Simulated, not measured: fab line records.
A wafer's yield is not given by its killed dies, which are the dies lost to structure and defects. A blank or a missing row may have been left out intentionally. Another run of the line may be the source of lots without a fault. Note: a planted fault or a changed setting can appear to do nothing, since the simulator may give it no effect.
fab line records	flow sfqLine
record lots=6	wafers=18	lastDay=80
route steps=325 shown L0V@17 M0@28 I0@43 M1@58 M8@325
lots that met no fault: from a run of the same line without faults
startH: start of the lot's first displayed wafer, in hours after the record's first day	waitH: hours elapsed since this lot's preceding step	" identical to the entry in the row above	L1.1+2: several wafers, shown together as one row	- value missing, or start not given	* or withheld: withheld	< > ~ a bound
route shown NAME@n: a module of which the file shows steps, and the number in the route of the first	usual: mean/standard deviation of fault-free wafers	same: alike in all rows	chamber/n: place in a boat	sites: readings site by site	_std_site: standard deviation of those values	_edge_site: inner sites' mean taken away from outer sites' mean	radiusMm: for every site, how far away it sits from the centre of the wafer	mask NAME#n: copy n	behind: the last tool/chamber to shape the wafer	hold: what put the lot on hold/how long, in hours/how the hold closed	device: transistor that didn't switch, given as n, p or np	end of line: tests run on the same wafers once the route is complete	a step given without rows: its recipe and nothing more	killed: the dies lost at the first sort to structure and to defects; this is not the yield of the wafer	map: shows each die of a wafer: x if killed, . if not, _ if none is there
set.NAME: the setting as run; set.NAME@STEP: as run at that earlier step	model.NAME: the simulator's own value behind a step, which no gauge read
lots seen at some steps along the route; tables by step, rows by wafer
services: the hour from which a tool's chamber was out of use, counted from the record's first day as startH (under 0 if before that day), plus the number of hours and why
## steps
# step SFQ_TRILAYER_L0_VIA_LITHO_COAT_018
# recipe resist=BARC	spinRpm=3000	resistThkNm=62
# step SFQ_TRILAYER_L0_VIA_LITHO_COAT_013
# recipe resist=KrF	spinRpm=3000	resistThkNm=650
# step SFQ_TRILAYER_L0_VIA_LITHO_SOFTBAKE_017
# recipe tempC=withheld	timeS=withheld	resist=KrF
# step SFQ_TRILAYER_L0_VIA_LITHO_EXPOSE_014
# recipe maskId=L0V	na=0.6	sourceShape=conventional	sigmaOuter=0.65	targetCdNm=700	doseMj=21.3
# step SFQ_TRILAYER_L0_VIA_LITHO_PEB_016
# recipe pebTempC=115	pebTimeS=60	resist=KrF
# step SFQ_TRILAYER_L0_VIA_LITHO_DEVELOP_015
# recipe timeS=60	resist=KrF
# step SFQ_L0V_OVL_MEAS_903
# usual L0V_OVL=3/5.1
lot.wafer	tool	chamber	startH	waitH	L0V_OVL[nm]
L254.1	overlay-01	-	160.28	0.1	-8
L254.2	"	-	"	"	-1
L254.6	"	-	"	"	0
L257.1	overlay-01	-	196.53	0.1	1
L257.2	"	-	"	"	6
L257.3	"	-	"	"	3
L263.2	overlay-02	-	240.87	0.1	6
L263.3	"	-	"	"	3
L263.6	"	-	"	"	6
L266.3	overlay-01	-	267.84	0.1	6
L266.4	"	-	"	"	10
L266.5	"	-	"	"	10
L270.2	overlay-01	-	294.14	0.1	10
L270.4	"	-	"	"	1
L270.6	"	-	"	"	5
L273.4	overlay-01	-	314.55	0.1	-2
L273.5	"	-	"	"	3
L273.6	"	-	"	"	4
# step SFQ_TRILAYER_L0_VIA_BARC_OPEN_VIA_ETCH_021
# recipe maskMaterial=PR	chemistry=O2	targetDepthNm=125	target=BARC	sourceW=500	biasW=80	pressureMtorr=30	timeS=41.7
# step SFQ_TRILAYER_L0_VIA_ETCH_VIA_ETCH_016
# recipe target=SiO2	stopOn=MoNx_KI	maskMaterial=PR	chemistry=CHF3	targetDepthNm=80	sourceW=500	biasW=80	pressureMtorr=30	timeS=withheld
# step SFQ_TRILAYER_L0_VIA_STRIP_STRIP_017
# recipe gas=O2	powerW=200	platenTempC=40	overashFraction=0.65	chemistry=O2	pressureMtorr=50
# usual drypumpMotorCurrentA=5.9/0.41	oesProductAu=1.003/0.009	platenTempC=40.01/0.11
# same overashFraction=0.65
lot.wafer	tool	chamber	startH	waitH	drypumpMotorCurrentA	oesProductAu	platenTempC	rfHoursCounterH
L254.1	rieMetal-04	0	160.40	-	6.3	1.011	40.04	89
L254.2	"	1	"	"	5.7	1.011	40.06	27
L254.6	"	1	"	"	5.7	1.001	40.04	-
L257.1	rieMetal-04	1	196.65	-	5.7	1.011	40.09	33
L257.2	"	0	"	"	6.3	1.011	40.06	95
L257.3	"	0	"	"	6.3	1.006	39.91	-
L263.2	rieMetal-01	1	240.98	-	5.7	1.006	40.07	79
L263.3	"	1	"	"	5.7	0.992	39.99	-
L263.6	"	0	"	"	5.7	0.996	40.10	-
L266.3	rieMetal-02	1	268.15	-	5.2	0.988	39.77	-
L266.4	"	0	"	"	6.5	1.007	39.82	-
L266.5	"	1	"	"	5.2	0.993	39.93	-
L270.2	rieMetal-04	0	294.26	-	6.3	1.013	40.07	114
L270.4	"	1	"	"	5.7	1.007	40.14	-
L270.6	"	1	"	"	5.7	1.009	40.10	-
L273.4	rieMetal-02	0	314.86	-	6.5	1.007	39.84	-
L273.5	"	1	"	"	5.2	0.991	39.93	-
L273.6	"	0	"	"	6.5	1.001	39.96	-
# step SFQ_TRILAYER_L0_VIA_STRIP_SOLV_CLEAN_018
# recipe chemistry=NMP	tempC=70	timeS=600
# step SFQ_TRILAYER_M0_DEP_PRE_CLEAN_020
# recipe gas=Ar	timeS=15	biasV=250
# step SFQ_TRILAYER_M0_DEP_SPUTTER_019
# recipe material=Nb	basePressurePa=1.33e-06	chamberPressurePa=0.1333	substrateTempC=20	resputterCathodeVoltageV=400	targetThkNm=200	powerW=2000	timeS=133.3
# usual basePressurePa=1.33e-06/7.7e-08	throttleValvePct=30.1/1.4
lot.wafer	tool	chamber	startH	waitH	basePressurePa	throttleValvePct	model.Nb_of_TRILAYER_M0_DEP_SPUTTER_019.thkNm
L254.1	pvdSputter-04	-	161.20	0.0	1.32e-06	31.2	198.1
L254.2	"	-	"	"	1.37e-06	32.0	198.4
L254.6	"	-	"	"	1.35e-06	31.7	200.9
L257.1	pvdSputter-03	-	197.45	0.0	1.38e-06	28.4	201.5
L257.2	"	-	"	"	1.28e-06	30.6	202.2
L257.3	"	-	"	"	1.31e-06	32.4	203.8
L263.2	pvdSputter-03	-	241.80	0.0	1.36e-06	32.3	200
L263.3	"	-	"	"	1.38e-06	28.1	172.5
L263.6	"	-	"	"	1.42e-06	28.1	198
L266.3	pvdSputter-03	-	268.75	0.0	1.41e-06	28.0	175.6
L266.4	"	-	"	"	1.37e-06	30.9	175.9
L266.5	"	-	"	"	1.34e-06	30.7	203.4
L270.2	pvdSputter-06	-	295.06	0.0	1.33e-06	28.9	203.7
L270.4	"	-	"	"	1.22e-06	28.9	201.2
L270.6	"	-	"	"	1.23e-06	30.8	199.9
L273.4	pvdSputter-06	-	315.46	0.0	1.31e-06	29.0	200.8
L273.5	"	-	"	"	1.27e-06	28.6	205.5
L273.6	"	-	"	"	1.32e-06	31.0	202.6
# step SFQ_M0_RS_MEAS_904
# recipe thkMeasGauge=four-point-probe	reads=Nb_of_TRILAYER_M0_DEP_SPUTTER_019
# usual M0_NB_RS=0.884/0.011
lot.wafer	tool	chamber	startH	waitH	M0_NB_RS[ohm/sq]
L254.1	filmMetro-04	-	161.29	0.0	0.898
L254.2	"	-	"	"	0.896
L254.6	"	-	"	"	0.887
L257.1	filmMetro-02	-	197.54	0.0	0.881
L257.2	"	-	"	"	0.878
L257.3	"	-	"	"	0.869
L263.2	filmMetro-03	-	241.91	0.1	0.891
L263.3	"	-	"	"	1.031
L263.6	"	-	"	"	0.898
L266.3	filmMetro-03	-	268.88	0.1	1.017
L266.4	"	-	"	"	1.013
L266.5	"	-	"	"	0.875
L270.2	filmMetro-02	-	295.17	0.1	0.873
L270.4	"	-	"	"	0.884
L270.6	"	-	"	"	0.889
L273.4	filmMetro-04	-	315.61	0.1	0.887
L273.5	"	-	"	"	0.867
L273.6	"	-	"	"	0.879
# step SFQ_TRILAYER_M0_LITHO_COAT_026
# recipe resist=BARC	spinRpm=3000	resistThkNm=62
# step SFQ_TRILAYER_M0_LITHO_COAT_021
# recipe resist=KrF	spinRpm=3000	resistThkNm=600
# step SFQ_TRILAYER_M0_LITHO_SOFTBAKE_025
# recipe tempC=withheld	timeS=withheld	resist=KrF
# step SFQ_TRILAYER_M0_LITHO_EXPOSE_022
# recipe maskId=M0	na=0.6	sourceShape=conventional	sigmaOuter=0.65	targetCdNm=500	doseMj=14.4
# step SFQ_TRILAYER_M0_LITHO_PEB_024
# recipe pebTempC=115	pebTimeS=60	resist=KrF
# step SFQ_TRILAYER_M0_LITHO_DEVELOP_023
# recipe timeS=60	resist=KrF
# step SFQ_M0_OVL_MEAS_906
# usual M0_OVL=0/5.5
lot.wafer	tool	chamber	startH	waitH	M0_OVL[nm]
L254.1	overlay-02	-	261.82	0.1	8
L254.2	"	-	"	"	2
L254.6	"	-	"	"	3
L257.1	overlay-02	-	294.22	0.1	7
L257.2	"	-	"	"	10
L257.3	"	-	"	"	5
L263.2	overlay-01	-	301.43	0.1	-10
L263.3	"	-	"	"	-3
L263.6	"	-	"	"	-11
L266.3	overlay-02	-	306.31	0.1	-4
L266.4	"	-	"	"	2
L266.5	"	-	"	"	-2
L270.2	overlay-01	-	311.24	0.1	-5
L270.4	"	-	"	"	-1
L270.6	"	-	"	"	-6
L273.4	overlay-02	-	318.00	0.1	-1
L273.5	"	-	"	"	-4
L273.6	"	-	"	"	4
# step SFQ_TRILAYER_M0_BARC_OPEN_METAL_ETCH_031
# recipe maskMaterial=PR	chemistry=O2	targetDepthNm=125	target=BARC	icpW=600	biasW=80	pressureMtorr=10	timeS=41.7
# usual biasW=80.01/0.24	drypumpMotorCurrentA=5.9/0.31	oesProductAu=0.685/0.0043
lot.wafer	tool	chamber	startH	waitH	biasW	drypumpMotorCurrentA	oesProductAu	rfHoursCounterH
L254.1	rieMetal-04	0	261.86	0.0	80.10	6.3	0.687	107
L254.2	"	0	"	"	80.24	6.3	0.681	-
L254.6	"	0	"	"	80.20	6.3	0.691	-
L257.1	rieMetal-01	1	294.26	0.0	79.60	5.7	0.687	89
L257.2	"	0	"	"	79.86	5.8	0.686	54
L257.3	"	0	"	"	79.79	5.8	0.691	-
L263.2	rieMetal-04	1	301.46	0.0	79.67	5.7	0.685	47
L263.3	"	0	"	"	79.67	6.3	0.679	-
L263.6	"	1	"	"	79.75	5.7	0.682	-
L266.3	rieMetal-03	0	306.37	0.1	80.29	5.5	0.683	-
L266.4	"	0	"	"	80.03	5.5	0.678	-
L266.5	"	0	"	"	80.53	5.5	0.688	-
L270.2	rieMetal-01	0	311.27	0.0	79.86	5.7	0.682	57
L270.4	"	0	"	"	79.67	5.8	0.680	-
L270.6	"	0	"	"	79.41	5.8	0.687	-
L273.4	rieMetal-01	1	318.04	0.0	80.54	5.8	0.685	-
L273.5	"	1	"	"	80.34	5.7	0.688	-
L273.6	"	0	"	"	80.00	5.8	0.684	-
# step SFQ_TRILAYER_M0_ETCH_METAL_ETCH_024
# recipe target=Nb	stopOn=SiO2	maskMaterial=PR	chemistry=Cl2/Ar	targetDepthNm=240	icpW=600	biasW=80	pressureMtorr=10	timeS=120
# usual biasW=80.02/0.23	drypumpMotorCurrentA=5.9/0.31	oesProductAu=0.898/0.0077
lot.wafer	tool	chamber	startH	waitH	biasW	drypumpMotorCurrentA	oesProductAu	rfHoursCounterH
L254.1	rieMetal-04	0	261.98	0.1	79.94	6.3	0.892	107
L254.2	"	0	"	"	79.98	6.3	0.886	-
L254.6	"	0	"	"	80.24	6.3	0.902	-
L257.1	rieMetal-01	1	294.32	0.0	79.98	5.7	0.893	89
L257.2	"	0	"	"	79.83	5.8	0.901	54
L257.3	"	0	"	"	79.89	5.8	0.905	-
L263.2	rieMetal-04	1	301.52	0.0	80.17	5.7	0.893	47
L263.3	"	0	"	"	80.35	6.4	0.818	-
L263.6	"	1	"	"	80.00	5.7	0.884	-
L266.3	rieMetal-03	0	306.53	0.1	80.37	5.6	0.831	-
L266.4	"	0	"	"	79.85	5.6	0.836	-
L266.5	"	0	"	"	80.10	5.6	0.908	-
L270.2	rieMetal-01	0	311.33	0.0	80.20	5.8	0.903	58
L270.4	"	0	"	"	80.24	5.8	0.894	-
L270.6	"	0	"	"	80.05	5.8	0.895	-
L273.4	rieMetal-01	1	318.12	0.1	79.94	5.7	0.898	-
L273.5	"	1	"	"	80.24	5.7	0.906	-
L273.6	"	0	"	"	80.38	5.8	0.900	-
# step SFQ_TRILAYER_M0_STRIP_STRIP_025
# recipe gas=O2	powerW=200	platenTempC=40	overashFraction=0.65	chemistry=O2	pressureMtorr=50
# usual drypumpMotorCurrentA=5.9/0.31	oesProductAu=1.006/0.008	platenTempC=39.99/0.12
# same overashFraction=0.65
lot.wafer	tool	chamber	startH	waitH	drypumpMotorCurrentA	oesProductAu	platenTempC	rfHoursCounterH
L254.1	rieMetal-04	0	262.23	0.2	6.3	1.005	40.02	107
L254.2	"	0	"	"	6.3	1.009	40.01	-
L254.6	"	0	"	"	6.3	1.007	39.95	-
L257.1	rieMetal-01	1	294.44	0.1	5.7	1.010	40.01	89
L257.2	"	0	"	"	5.8	0.998	39.99	54
L257.3	"	0	"	"	5.8	1.003	39.78	-
L263.2	rieMetal-04	1	301.64	0.1	5.7	1.011	40.07	47
L263.3	"	0	"	"	6.3	1.005	40.03	-
L263.6	"	1	"	"	5.7	1.014	39.93	-
L266.3	rieMetal-03	0	307.10	0.5	5.5	1.009	39.98	-
L266.4	"	0	"	"	5.6	1.010	40.00	-
L266.5	"	0	"	"	5.5	1.010	40.02	-
L270.2	rieMetal-01	0	311.46	0.1	5.8	0.988	39.91	58
L270.4	"	0	"	"	5.8	0.990	39.91	-
L270.6	"	0	"	"	5.8	0.996	40.05	-
L273.4	rieMetal-01	1	318.40	0.2	5.7	1.004	39.97	-
L273.5	"	1	"	"	5.7	1.002	40.14	-
L273.6	"	0	"	"	5.7	0.989	40.02	-
# step SFQ_TRILAYER_M0_STRIP_SOLV_CLEAN_026
# recipe chemistry=NMP	tempC=70	timeS=600
# step SFQ_TRILAYER_I0_DEP_PECVD_027
# recipe material=SiO2	tempC=150	timeS=111.11	pressureTorr=2.4	rfW=183.3	precursor=SiH4/N2O	targetThkNm=500
# step SFQ_TRILAYER_I0_CMP_CMP_028
# recipe material=SiO2	downForcePsi=3	platenRpm=60	padVelocityMS=0.94248
# step SFQ_I0_BOW_MEAS_907
# recipe mode=bow
# usual I0_BOW=1/7
lot.wafer	tool	chamber	startH	waitH	I0_BOW[um]
L254.1	filmMetro-02	-	267.64	1.0	3
L254.2	"	-	"	"	11
L254.6	"	-	"	"	0
L257.1	filmMetro-02	-	300.01	2.5	4
L257.2	"	-	"	"	0
L257.3	"	-	"	"	-2
L263.2	filmMetro-01	-	309.03	1.0	9
L263.3	"	-	"	"	8
L263.6	"	-	"	"	-3
L266.3	filmMetro-02	-	315.05	1.0	9
L266.4	"	-	"	"	9
L266.5	"	-	"	"	0
L270.2	filmMetro-02	-	321.03	2.5	-9
L270.4	"	-	"	"	4
L270.6	"	-	"	"	-12
L273.4	filmMetro-03	-	327.07	2.6	-3
L273.5	"	-	"	"	3
L273.6	"	-	"	"	-4
# step SFQ_TRILAYER_I0_METRO_MEASURE_029
# step SFQ_TRILAYER_I0_VIA_LITHO_COAT_036
# recipe resist=BARC	spinRpm=3000	resistThkNm=62
# step SFQ_TRILAYER_I0_VIA_LITHO_COAT_031
# recipe resist=KrF	spinRpm=3000	resistThkNm=650
# step SFQ_TRILAYER_I0_VIA_LITHO_SOFTBAKE_035
# recipe tempC=withheld	timeS=withheld	resist=KrF
# step SFQ_TRILAYER_I0_VIA_LITHO_EXPOSE_032
# recipe maskId=I0	na=0.6	sourceShape=conventional	sigmaOuter=0.65	targetCdNm=500	doseMj=21.3
# step SFQ_TRILAYER_I0_VIA_LITHO_PEB_034
# recipe pebTempC=115	pebTimeS=60	resist=KrF
# step SFQ_TRILAYER_I0_VIA_LITHO_DEVELOP_033
# recipe timeS=60	resist=KrF
# step SFQ_I0_OVL_MEAS_908
# usual I0_OVL=-4/5.4
lot.wafer	tool	chamber	startH	waitH	I0_OVL[nm]
L254.1	overlay-01	-	373.35	0.1	-9
L254.2	"	-	"	"	-6
L254.6	"	-	"	"	-3
L257.1	overlay-02	-	405.88	0.1	0
L257.2	"	-	"	"	-4
L257.3	"	-	"	"	-1
L263.2	overlay-02	-	421.47	0.1	3
L263.3	"	-	"	"	-4
L263.6	"	-	"	"	1
L266.3	overlay-01	-	428.68	0.1	-6
L266.4	"	-	"	"	-4
L266.5	"	-	"	"	-9
L270.2	overlay-01	-	438.27	0.1	-2
L270.4	"	-	"	"	-6
L270.6	"	-	"	"	-4
L273.4	overlay-01	-	449.08	0.1	7
L273.5	"	-	"	"	2
L273.6	"	-	"	"	-1
# step SFQ_TRILAYER_I0_VIA_BARC_OPEN_VIA_ETCH_046
# recipe maskMaterial=PR	chemistry=O2	targetDepthNm=125	target=BARC	sourceW=500	biasW=80	pressureMtorr=30	timeS=41.7
# step SFQ_TRILAYER_I0_VIA_ETCH_VIA_ETCH_034
# recipe target=SiO2	stopOn=Nb	maskMaterial=PR	taperDeg=20	chemistry=CHF3	targetDepthNm=260	sourceW=500	biasW=80	pressureMtorr=30	timeS=withheld
# usual biasW=79.99/0.25	drypumpMotorCurrentA=5.8/0.48	oesProductAu=0.853/0.0048
lot.wafer	tool	chamber	startH	waitH	biasW	drypumpMotorCurrentA	oesProductAu
L254.1	rieDiel-03	0	373.43	0.0	79.59	6.5	0.857
L254.2	"	3	"	"	80.05	5.0	0.856
L254.6	"	0	"	"	80.30	6.5	0.851
L257.1	rieDiel-04	2	405.97	0.0	80.28	6.1	0.843
L257.2	"	1	"	"	80.29	5.4	0.852
L257.3	"	2	"	"	80.06	6.1	0.857
L263.2	rieDiel-03	0	421.54	0.0	80.36	6.4	0.852
L263.3	"	3	"	"	79.86	5.0	0.860
L263.6	"	1	"	"	79.86	5.6	0.855
L266.3	rieDiel-03	3	428.74	0.0	79.97	5.0	0.855
L266.4	"	1	"	"	79.96	5.6	0.857
L266.5	"	0	"	"	80.22	6.4	0.852
L270.2	rieDiel-04	2	438.34	0.0	79.66	6.1	0.853
L270.4	"	1	"	"	79.96	5.4	0.845
L270.6	"	2	"	"	79.70	6.1	0.855
L273.4	rieDiel-04	2	449.14	0.0	80.31	6.2	0.853
L273.5	"	3	"	"	80.27	5.5	0.846
L273.6	"	0	"	"	80.32	6.1	0.850
# step SFQ_TRILAYER_I0_VIA_STRIP_STRIP_035
# recipe gas=O2	powerW=200	platenTempC=40	overashFraction=0.65	chemistry=O2	pressureMtorr=50
# usual drypumpMotorCurrentA=5.9/0.45	oesProductAu=1.006/0.0089	platenTempC=40.01/0.12
# same overashFraction=0.65
lot.wafer	tool	chamber	startH	waitH	drypumpMotorCurrentA	oesProductAu	platenTempC	rfHoursCounterH
L254.1	rieMetal-04	0	373.54	-	6.3	1.013	40.02	126
L254.2	"	1	"	"	5.7	1.004	39.77	58
L254.6	"	1	"	"	5.7	1.002	39.99	-
L257.1	rieMetal-02	0	406.14	-	6.5	0.990	40.15	1
L257.2	"	1	"	"	5.2	0.986	40.12	48
L257.3	"	1	"	"	5.2	0.991	39.94	-
L263.2	rieMetal-02	0	421.65	-	6.5	0.996	39.96	3
L263.3	"	1	"	"	5.2	0.989	40.08	-
L263.6	"	0	"	"	6.5	1.004	40.10	-
L266.3	rieMetal-02	0	429.05	-	6.5	0.993	39.76	-
L266.4	"	1	"	"	5.2	0.995	40.00	-
L266.5	"	0	"	"	6.5	1.004	39.95	-
L270.2	rieMetal-03	1	438.45	-	6.3	1.028	39.98	45
L270.4	"	1	"	"	6.3	1.019	39.96	-
L270.6	"	1	"	"	6.3	1.021	39.97	-
L273.4	rieMetal-03	1	449.45	-	6.3	1.011	40.06	-
L273.5	"	0	"	"	5.5	1.026	39.92	-
L273.6	"	1	"	"	6.3	1.016	40.00	-
# step SFQ_TRILAYER_I0_VIA_STRIP_SOLV_CLEAN_036
# recipe chemistry=NMP	tempC=70	timeS=600
# step SFQ_TRILAYER_M1_DEP_PRE_CLEAN_038
# recipe gas=Ar	timeS=22.5	biasV=250
# step SFQ_M8_BOW_MEAS_951
# recipe mode=bow
# usual M8_BOW=7/12
lot.wafer	tool	chamber	startH	waitH	M8_BOW[um]	model.etest.m0.ohmUm	model.etest.m0.ohmSq	model.etest.i0.linkOhm
L254.1	filmMetro-01	-	1628.80	0.0	6	1.801	0.8987	1.97
L254.2	"	-	"	"	15	1.801	0.8974	1.964
L254.6	"	-	"	"	4	1.779	0.8861	1.943
L257.1	filmMetro-02	-	1676.74	0.0	18	1.774	0.8837	1.959
L257.2	"	-	"	"	14	1.754	0.8804	1.97
L257.3	"	-	"	"	12	1.74	0.8737	1.944
L263.2	filmMetro-02	-	1785.65	0.0	16	1.768	0.8902	1.957
L263.3	"	-	"	"	15	2.076	1.032	2.103
L263.6	"	-	"	"	4	1.793	0.899	1.967
L266.3	filmMetro-02	-	1797.67	0.0	20	2.019	1.014	2.085
L266.4	"	-	"	"	20	2.012	1.012	2.094
L266.5	"	-	"	"	12	1.74	0.8752	1.934
L270.2	filmMetro-03	-	1919.24	0.0	1	1.743	0.874	1.958
L270.4	"	-	"	"	15	1.764	0.8847	1.95
L270.6	"	-	"	"	0	1.771	0.8904	1.965
L273.4	filmMetro-01	-	1931.70	0.1	-7	1.782	0.8868	1.961
L273.5	"	-	"	"	-2	1.736	0.8662	1.927
L273.6	"	-	"	"	-9	1.753	0.8787	1.956
## services
tool	chamber	startH	hours	kind
rieDiel-03	0	139.92	9.9	repair
rieDiel-03	0	156.30	14.7	repair
rieDiel-03	3	178.15	7.1	repair
pvdSputter-03	-	189.83	4.6	repair
rieDiel-04	0	238.69	5.1	repair
rieMetal-04	1	246.56	21.5	repair
rieMetal-03	1	270.88	12.7	repair
rieDiel-03	-	277.53	2.8	pm
pvdSputter-03	-	287.11	3.2	repair
rieDiel-04	3	293.92	6.5	repair
rieDiel-03	-	321.16	1.4	repair
rieMetal-02	-	332.15	1.3	repair
rieDiel-03	2	349.98	8.5	repair
rieDiel-03	0	359.54	1.6	repair
rieMetal-03	-	367.14	15.6	pm
rieDiel-04	2	367.31	6.4	repair
rieDiel-03	2	370.45	13.5	repair
rieDiel-04	1	372.51	7.6	repair
rieDiel-03	3	380.38	6.4	repair
rieMetal-02	-	382.65	0.1	repair
rieDiel-04	0	386.40	35.5	repair
pvdSputter-03	-	398.44	50.1	repair
rieMetal-04	0	404.19	1.8	repair
rieMetal-02	0	435.59	19.1	repair
## key
firstSign step=SFQ_M0_RS_MEAS_904	reading=M0_NB_RS	direction=up	sigmas=13	usual=0.884	struck=1.020
effect step=SFQ_TRILAYER_M0_ETCH_METAL_ETCH_024	reading=oesProductAu	direction=down	sigmas=9	usual=0.898	struck=0.828
modelEffect step=SFQ_TRILAYER_M0_DEP_SPUTTER_019	value=Nb_of_TRILAYER_M0_DEP_SPUTTER_019.thkNm	without=200.9	struck=174.7
modelEffect step=SFQ_M8_BOW_MEAS_951	value=etest.m0.ohmUm	without=1.77	struck=2.036
metAt SFQ_TRILAYER_M0_DEP_SPUTTER_019
struckWafers L263.3,L266.3,L266.4
onsetBetween 197.45 241.80
fault kind=processParameterDrift	tool=pvdSputter-03	chamber=-	onsetH=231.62	steps=SFQ_TRILAYER_M0_DEP_SPUTTER_019	channel=timeS	offset=*	shape=step	endH=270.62	scope=struckWafersOnly	actsIn=*	stated=*
